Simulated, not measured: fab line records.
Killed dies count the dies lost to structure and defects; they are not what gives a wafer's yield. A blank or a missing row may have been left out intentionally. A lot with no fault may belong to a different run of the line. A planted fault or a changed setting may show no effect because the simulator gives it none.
8D (eight disciplines) problem report, filled in by code	flow gf180mcu	the parts of the form that need people (team, actions taken, sign-off) are left out

## 1. PROBLEM STATEMENT
beamEnergyKeV at GF_DNWELL_IMPLANT_07 reads a mean of 1575.5 on 9 wafers of 3 lots; wafers without a fault read 1499.9 with a standard deviation of 0.44. That is +99 or more standard deviations from the usual mean.
First seen on wafer L494.2, day 6 02:10, on implanter-01. At this step, 21 wafers from 7 lots have a number in the record. The rule behind "out" and "out of limits": a value lying over 4 standard deviations away from the usual mean. All remaining wafers that have a number are taken as sound.

## 2. WHAT IT IS AND WHAT IT IS NOT
question	is	is not
which readings at this step	beamEnergyKeV	-
which lots	L494, L495, L496	L480, L484, L499, L500
which wafers of those lots	all that have a number	-
read on which tools	implanter-01	implanter-03, implanter-04
when	from day 6 02:10	up to then (6 sound wafers); but 6 sound wafers of L499, L500 came after

## 3. WHAT RULES OUT EACH SUSPECT
Counting: a tool stays on the suspect list if, at a process step up to the reading, it processed all lots that are out and no sound lot following the first of them.
- implanter-01 at GF_DNWELL_IMPLANT_07: kept. All lots that are out passed through it, beginning with L494 at day 6 02:10, and no sound lot followed; its final sound lot before that point was L484 at day 3 21:44. Its own beamEnergyKeV readings are out on those wafers.
Left after counting: implanter-01 at GF_DNWELL_IMPLANT_07.

## 4. THE CAUSE (what the simulator had put in)
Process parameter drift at GF_DNWELL_IMPLANT_07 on implanter-01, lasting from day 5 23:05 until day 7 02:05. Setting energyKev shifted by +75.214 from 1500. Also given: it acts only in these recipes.
Only this tool survived the counting.

## 5. THE CHAIN OF EFFECTS, in route order
Rows list readings where the struck wafers' mean (over those with a number) sits beyond 3 standard deviations from the usual. Scope: only readings with a usual standard deviation given in the record; hours: median across lots of the time from each lot's start at the first step in this table that gives one to its start at this step; sigmas: change in usual standard deviations.
hours	step	reading	usual	on struck wafers	change	sigmas
0	GF_DNWELL_IMPLANT_07	beamEnergyKeV	1499.9	1575.5	+75.6	+99 or more
Its process steps:
- GF_DNWELL_IMPLANT_07

## 6. WHAT WOULD HAVE CAUGHT IT SOONER
First out-of-limits reading in this record: day 6 02:10, which is 3 hours after fault onset at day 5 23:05.
